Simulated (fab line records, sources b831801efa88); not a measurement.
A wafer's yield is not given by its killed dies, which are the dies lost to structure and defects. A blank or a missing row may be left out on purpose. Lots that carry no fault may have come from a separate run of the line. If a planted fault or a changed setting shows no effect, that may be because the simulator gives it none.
fab line records + flow sky130 + part 2 of 2: steps 27 to 37 of 37
record:
- lots: 5
- wafers: 15
- last-day: 51
route steps=708 shown METAL4@622 VIA4@639
lots that met no fault: from a run of the same line without faults
start-h: hours from the record's first day to the start of the lot's first wafer shown + wait-h: how many hours have passed since the lot's step before this one + " repeats the value in the row above + L1.1+2: a row that stands for several wafers + - no value, or no start given + * or withheld: withheld + < > ~ a bound
route shown NAME@n: a module of which the file shows steps, and the number in the route of the first + usual: average and standard deviation across the fault-free wafers + same: alike in all rows + chamber/n: place in a boat + sites: the reading at each site + _std_site: their standard deviation + _edge_site: the outer-site mean with the inner-site mean subtracted + radius-mm: how far each site lies from the wafer's centre + mask NAME#n: copy n + behind: tool/chamber where the wafer was last shaped + hold: why the lot was held/for how many hours/how that ended + device: the transistor (n, p or np) that didn't switch + end of line: at the end of the route, the tests of the same wafers + for a step that has no rows: nothing shown but its recipe + killed: count of dies lost to structure and defects at first sort (not the wafer's yield) + map: shows each die of a wafer: x if killed, . if not, _ if none is there
set.NAME: setting as actually run; set.NAME@STEP: the setting as run at that earlier step + model.NAME: the simulator's own value behind a step, which no gauge read
lots seen at some steps along the route; tables by step, rows by wafer
services: from which hour (start-h, from the record's first day; less than 0 if before it) a tool's chamber was out of use, for how many hours, and why
== steps ==
step: SKY_VIA4_PEB_09
recipe:
- temp-c: withheld
- time-s: *
- resist: NOVOLAK
usual:
- exhaust-pa: 44.9/0.71
same:
- time-s: *
| lot.wafer | tool           | chamber | start-h | wait-h | exhaust-pa |
|-----------|----------------|---------|---------|--------|------------|
| L077.3    | litho-track-03 | 0       | -       | -      | 45.8       |
| L077.4    | "              | 0       | "       | "      | 46.0       |
| L077.5    | "              | 0       | "       | "      | 44.9       |
| L082.4    | litho-track-03 | 0       | -       | -      | 44.2       |
| L082.5    | "              | 0       | "       | "      | 43.6       |
| L082.6    | "              | 0       | "       | "      | 44.7       |
| L092.1    | litho-track-01 | 0       | -       | -      | 44.1       |
| L092.2    | "              | 0       | "       | "      | 45.0       |
| L092.6    | "              | 0       | "       | "      | 44.1       |
| L096.1    | litho-track-03 | 0       | -       | -      | 44.4       |
| L096.2    | "              | 0       | "       | "      | 44.7       |
| L096.4    | "              | 0       | "       | "      | 44.9       |
| L097.1    | litho-track-01 | 0       | -       | -      | 44.9       |
| L097.4    | "              | 0       | "       | "      | 44.5       |
| L097.5    | "              | 0       | "       | "      | 45.1       |
step: SKY_VIA4_DEVELOP_10
recipe:
- resist: NOVOLAK
- developer: TMAH
- develop-time-s: 60
- dev-temp-c: 23
usual:
- exhaust-pa: 45.2/0.99
| lot.wafer | tool           | chamber | start-h | wait-h | exhaust-pa |
|-----------|----------------|---------|---------|--------|------------|
| L077.3    | litho-track-03 | 0       | 1050.47 | 0.1    | 44.4       |
| L077.4    | "              | 0       | "       | "      | 44.2       |
| L077.5    | "              | 0       | "       | "      | 45.0       |
| L082.4    | litho-track-03 | 0       | 1081.24 | 0.1    | 45.4       |
| L082.5    | "              | 0       | "       | "      | 45.4       |
| L082.6    | "              | 0       | "       | "      | 45.9       |
| L092.1    | litho-track-01 | 0       | 1138.15 | 0.1    | 45.9       |
| L092.2    | "              | 0       | "       | "      | 44.2       |
| L092.6    | "              | 0       | "       | "      | 45.8       |
| L096.1    | litho-track-03 | 0       | 1156.22 | 0.1    | 45.5       |
| L096.2    | "              | 0       | "       | "      | 45.1       |
| L096.4    | "              | 0       | "       | "      | 46.8       |
| L097.1    | litho-track-01 | 0       | 1159.10 | 0.1    | 45.5       |
| L097.4    | "              | 0       | "       | "      | 46.3       |
| L097.5    | "              | 0       | "       | "      | 45.5       |
step: SKY_VIA4_OVL_MEAS_11
usual:
- VIA4_OVL: -0.4/1.3
| lot.wafer | tool       | chamber | start-h | wait-h | VIA4_OVL[nm] |
|-----------|------------|---------|---------|--------|--------------|
| L077.3    | overlay-01 | -       | 1050.58 | 0.1    | -0.9         |
| L077.4    | "          | -       | "       | "      | 0.7          |
| L077.5    | "          | -       | "       | "      | 0.7          |
| L082.4    | overlay-01 | -       | 1081.34 | 0.1    | 1.7          |
| L082.5    | "          | -       | "       | "      | -0.3         |
| L082.6    | "          | -       | "       | "      | -0.6         |
| L092.1    | overlay-01 | -       | 1138.30 | 0.1    | 1.1          |
| L092.2    | "          | -       | "       | "      | -0.6         |
| L092.6    | "          | -       | "       | "      | 0.8          |
| L096.1    | overlay-01 | -       | 1156.37 | 0.1    | -3.0         |
| L096.2    | "          | -       | "       | "      | -0.8         |
| L096.4    | "          | -       | "       | "      | -2.0         |
| L097.1    | overlay-02 | -       | 1159.25 | 0.1    | -0.4         |
| L097.4    | "          | -       | "       | "      | 0.2          |
| L097.5    | "          | -       | "       | "      | 1.1          |
step: SKY_VIA4_ETCH_12
recipe:
- target: SiO2
- chemistry: C4F8/O2/Ar
- stop-on: TiN
- mask-material: NOVOLAK
- source-w: 1500
- bias-w: 1200
- pressure-mtorr: 40
- c4f8-flow-sccm: withheld
- O2_flow_sccm: 6
- Ar_flow_sccm: 300
- time-s: withheld
- target-depth-a: 5800
usual:
- oes-product-au: 0.926/0.0043
| lot.wafer | tool        | chamber | start-h | wait-h | oes-product-au |
|-----------|-------------|---------|---------|--------|----------------|
| L077.3    | rie-diel-03 | 1       | 1050.60 | 0.0    | 0.922          |
| L077.4    | "           | 2       | "       | "      | 0.929          |
| L077.5    | "           | 3       | "       | "      | 0.928          |
| L082.4    | rie-diel-04 | 3       | 1081.39 | 0.0    | 0.926          |
| L082.5    | "           | 1       | "       | "      | 0.922          |
| L082.6    | "           | 0       | "       | "      | 0.918          |
| L092.1    | rie-diel-04 | 0       | 1138.33 | 0.0    | 0.931          |
| L092.2    | "           | 2       | "       | "      | 0.935          |
| L092.6    | "           | 2       | "       | "      | 0.923          |
| L096.1    | rie-diel-03 | 1       | 1156.40 | 0.0    | 0.923          |
| L096.2    | "           | 0       | "       | "      | 0.925          |
| L096.4    | "           | 1       | "       | "      | 0.922          |
| L097.1    | rie-diel-01 | 3       | 1159.28 | 0.0    | 0.932          |
| L097.4    | "           | 0       | "       | "      | 0.931          |
| L097.5    | "           | 2       | "       | "      | 0.935          |
step: SKY_VIA4_STRIP_13
recipe:
- chemistry: O2/N2
- power-w: 1400
- pressure-mtorr: 1500
- platen-temp-c: withheld
- o2-flow-sccm: 3000
- n2-flow-sccm: 300
- overash-fraction: 0.5
usual:
- drypump-motor-current-A: 5.6/0.38
- oes-product-au: 0.709/0.0047
- strip-time-to-endpoint-s: 12.800/0.024
| lot.wafer | tool            | chamber | start-h | wait-h | drypump-motor-current-A | oes-product-au | rf-hours-counter-h | strip-time-to-endpoint-s |
|-----------|-----------------|---------|---------|--------|-------------------------|----------------|--------------------|--------------------------|
| L077.3    | plasma-asher-01 | 0       | 1050.71 | -      | 5.2                     | 0.715          | -                  | 12.791                   |
| L077.4    | "               | 1       | "       | "      | 5.7                     | 0.711          | -                  | 12.753                   |
| L077.5    | "               | 0       | "       | "      | 5.2                     | 0.699          | -                  | 12.821                   |
| L082.4    | plasma-asher-03 | 0       | 1081.46 | -      | 5.3                     | 0.701          | -                  | 12.770                   |
| L082.5    | "               | 0       | "       | "      | 5.3                     | 0.713          | -                  | 12.810                   |
| L082.6    | "               | 1       | "       | "      | 5.2                     | 0.709          | -                  | 12.815                   |
| L092.1    | plasma-asher-03 | 0       | 1138.41 | -      | 5.3                     | 0.713          | 98                 | 12.785                   |
| L092.2    | "               | 1       | "       | "      | 5.2                     | 0.712          | 98                 | 12.827                   |
| L092.6    | "               | 1       | "       | "      | 5.2                     | 0.707          | -                  | 12.773                   |
| L096.1    | plasma-asher-04 | 0       | 1156.48 | -      | 5.6                     | 0.714          | 43                 | 12.790                   |
| L096.2    | "               | 1       | "       | "      | 6.3                     | 0.702          | 43                 | 12.838                   |
| L096.4    | "               | 1       | "       | "      | 6.3                     | 0.711          | -                  | 12.818                   |
| L097.1    | plasma-asher-04 | 1       | 1159.36 | -      | 6.2                     | 0.703          | 43                 | 12.771                   |
| L097.4    | "               | 0       | "       | "      | 5.6                     | 0.711          | -                  | 12.744                   |
| L097.5    | "               | 1       | "       | "      | 6.2                     | 0.708          | -                  | 12.821                   |
step: SKY_VIA4_STRIP_14
recipe:
- chemistry: post-etch-residue-remover
- time-s: 1200
- temp-c: 72.5
same:
- time-s: 1200
| lot.wafer  | tool         | chamber | start-h | wait-h |
|------------|--------------|---------|---------|--------|
| L077.3+4+5 | wet-bench-01 | 2       | 1050.78 | 0.0    |
| L082.4+5+6 | wet-bench-01 | 0       | 1081.53 | 0.0    |
| L092.1+2+6 | wet-bench-03 | 0       | 1138.51 | 0.1    |
| L096.1+2+4 | wet-bench-02 | 3       | 1156.58 | 0.1    |
| L097.1+4+5 | wet-bench-03 | 0       | 1159.46 | 0.1    |
step: SKY_VIA4_CLEAN_15
recipe:
- chemistry: IPA
- time-s: 180
- temp-c: 25
same:
- time-s: 180
| lot.wafer  | tool         | chamber | start-h | wait-h |
|------------|--------------|---------|---------|--------|
| L077.3+4+5 | wet-bench-02 | 0       | 1051.15 | 0.0    |
| L082.4+5+6 | wet-bench-03 | 2       | 1081.90 | 0.0    |
| L092.1+2+6 | wet-bench-03 | 0       | 1138.85 | 0.0    |
| L096.1+2+4 | wet-bench-02 | 0       | 1156.92 | 0.0    |
| L097.1+4+5 | wet-bench-02 | 3       | 1159.80 | 0.0    |
step: SKY_VIA4_CLEAN_16
recipe:
- chemistry: O3/DIW
- dry: n2-spin
| lot.wafer  | tool         | chamber | start-h | wait-h |
|------------|--------------|---------|---------|--------|
| L077.3+4+5 | wet-bench-03 | 0       | 1051.21 | 0.0    |
| L082.4+5+6 | wet-bench-02 | 3       | 1081.96 | 0.0    |
| L092.1+2+6 | wet-bench-02 | 2       | 1138.91 | 0.0    |
| L096.1+2+4 | wet-bench-02 | 3       | 1156.98 | 0.0    |
| L097.1+4+5 | wet-bench-01 | 2       | 1159.86 | 0.0    |
step: SKY_VIA4_SPUTTER_17
recipe:
- material: TiN
- target-thk-nm: 20
- chamber-pressure-pa: 5
- power-w: 4000
- time-s: 80
usual:
- throttle-valve-pct: 30.0/0.95
same:
- time-s: 80
| lot.wafer | tool           | chamber | start-h | wait-h | throttle-valve-pct |
|-----------|----------------|---------|---------|--------|--------------------|
| L077.3    | pvd-sputter-01 | -       | 1051.30 | 0.0    | 31.6               |
| L077.4    | "              | -       | "       | "      | 29.4               |
| L077.5    | "              | -       | "       | "      | 30.0               |
| L082.4    | pvd-sputter-03 | -       | 1082.05 | 0.0    | 29.3               |
| L082.5    | "              | -       | "       | "      | 29.6               |
| L082.6    | "              | -       | "       | "      | 29.5               |
| L092.1    | pvd-sputter-01 | -       | 1139.00 | 0.0    | 30.0               |
| L092.2    | "              | -       | "       | "      | 29.7               |
| L092.6    | "              | -       | "       | "      | 29.6               |
| L096.1    | pvd-sputter-01 | -       | 1157.07 | 0.0    | 31.9               |
| L096.2    | "              | -       | "       | "      | 30.6               |
| L096.4    | "              | -       | "       | "      | 29.5               |
| L097.1    | pvd-sputter-02 | -       | 1159.95 | 0.0    | 29.3               |
| L097.4    | "              | -       | "       | "      | 29.0               |
| L097.5    | "              | -       | "       | "      | 29.5               |
step: SKY_VIA4_CVD_18
recipe:
- material: W
- target-thk-nm: 505
- time-s: 152.14
- temp-c: 400
- pressure-torr: 40
usual:
- heater-power-w: 799/130
same:
- time-s: 152.14
| lot.wafer | tool     | chamber | start-h | wait-h | heater-power-w | since-wet-clean-h |
|-----------|----------|---------|---------|--------|----------------|-------------------|
| L077.3    | cvd-w-02 | 1       | 1051.41 | 0.1    | 916            | -                 |
| L077.4    | "        | 0       | "       | "      | 860            | -                 |
| L077.5    | "        | 1       | "       | "      | 897            | -                 |
| L082.4    | cvd-w-02 | 1       | 1082.17 | 0.1    | 905            | -                 |
| L082.5    | "        | 0       | "       | "      | 890            | -                 |
| L082.6    | "        | 1       | "       | "      | 904            | -                 |
| L092.1    | cvd-w-01 | 1       | 1139.06 | 0.0    | 860            | 221               |
| L092.2    | "        | 0       | "       | "      | 593            | 221               |
| L092.6    | "        | 1       | "       | "      | 900            | -                 |
| L096.1    | cvd-w-01 | 1       | 1157.13 | 0.0    | 875            | 239               |
| L096.2    | "        | 0       | "       | "      | 609            | 239               |
| L096.4    | "        | 0       | "       | "      | 610            | -                 |
| L097.1    | cvd-w-01 | 1       | 1160.01 | 0.0    | 885            | 242               |
| L097.4    | "        | 1       | "       | "      | 878            | -                 |
| L097.5    | "        | 0       | "       | "      | 599            | -                 |
step: SKY_VIA4_RS_MEAS_19
recipe:
- thk-meas-gauge: four-point-probe
- reads: W_of_VIA4_CVD_18+TiN_of_VIA4_SPUTTER_17
usual:
- VIA4_W_RS: 0.226/0.0034
| lot.wafer | tool          | chamber | start-h | wait-h | VIA4_W_RS[ohm/sq] |
|-----------|---------------|---------|---------|--------|-------------------|
| L077.3    | film-metro-04 | -       | 1051.55 | 0.1    | 0.222             |
| L077.4    | "             | -       | "       | "      | 0.220             |
| L077.5    | "             | -       | "       | "      | 0.227             |
| L082.4    | film-metro-02 | -       | 1082.33 | 0.1    | 0.227             |
| L082.5    | "             | -       | "       | "      | 0.222             |
| L082.6    | "             | -       | "       | "      | 0.227             |
| L092.1    | film-metro-03 | -       | 1139.21 | 0.1    | 0.225             |
| L092.2    | "             | -       | "       | "      | 0.222             |
| L092.6    | "             | -       | "       | "      | 0.230             |
| L096.1    | film-metro-04 | -       | 1157.28 | 0.1    | 0.230             |
| L096.2    | "             | -       | "       | "      | 0.224             |
| L096.4    | "             | -       | "       | "      | 0.225             |
| L097.1    | film-metro-04 | -       | 1160.16 | 0.1    | 0.231             |
| L097.4    | "             | -       | "       | "      | 0.230             |
| L097.5    | "             | -       | "       | "      | 0.223             |
== services ==
| tool             | chamber | start-h | hours | kind   |
|------------------|---------|---------|-------|--------|
| hdpcvd-01        | -       | 994.17  | 0.3   | repair |
| rie-diel-03      | 3       | 997.09  | 11.6  | repair |
| plasma-asher-03  | -       | 997.94  | 0.3   | repair |
| cvd-w-01         | -       | 999.35  | 0.7   | repair |
| plasma-asher-03  | -       | 1000.28 | 14.6  | pm     |
| rie-metal-03     | -       | 1018.82 | 2.4   | repair |
| rie-diel-03      | 1       | 1030.13 | 9.6   | repair |
| rie-metal-03     | -       | 1035.84 | 0.3   | repair |
| cmp-01           | -       | 1047.07 | 0.5   | repair |
| krf-scanner-01   | -       | 1055.91 | 1.6   | repair |
| cmp-01           | -       | 1063.15 | 8.4   | pm     |
| krf-scanner-01   | -       | 1084.81 | 0.8   | pm     |
| rie-diel-01      | 3       | 1092.07 | 1.8   | repair |
| krf-scanner-01   | -       | 1093.87 | 1.2   | repair |
| rie-diel-01      | 2       | 1095.21 | 1.6   | repair |
| cmp-01           | -       | 1103.97 | 0.9   | repair |
| cmp-01           | -       | 1113.85 | 1.1   | repair |
| wet-bench-01     | -       | 1122.39 | 4.4   | pm     |
| iline-stepper-02 | -       | 1124.24 | 1.7   | pm     |
| rie-metal-01     | -       | 1130.64 | 2.8   | pm     |
| krf-scanner-01   | -       | 1132.20 | 1.0   | pm     |
| cmp-01           | -       | 1137.91 | 0.8   | repair |
| cmp-01           | -       | 1143.12 | 8.5   | repair |
| cmp-01           | -       | 1153.51 | 5.4   | repair |
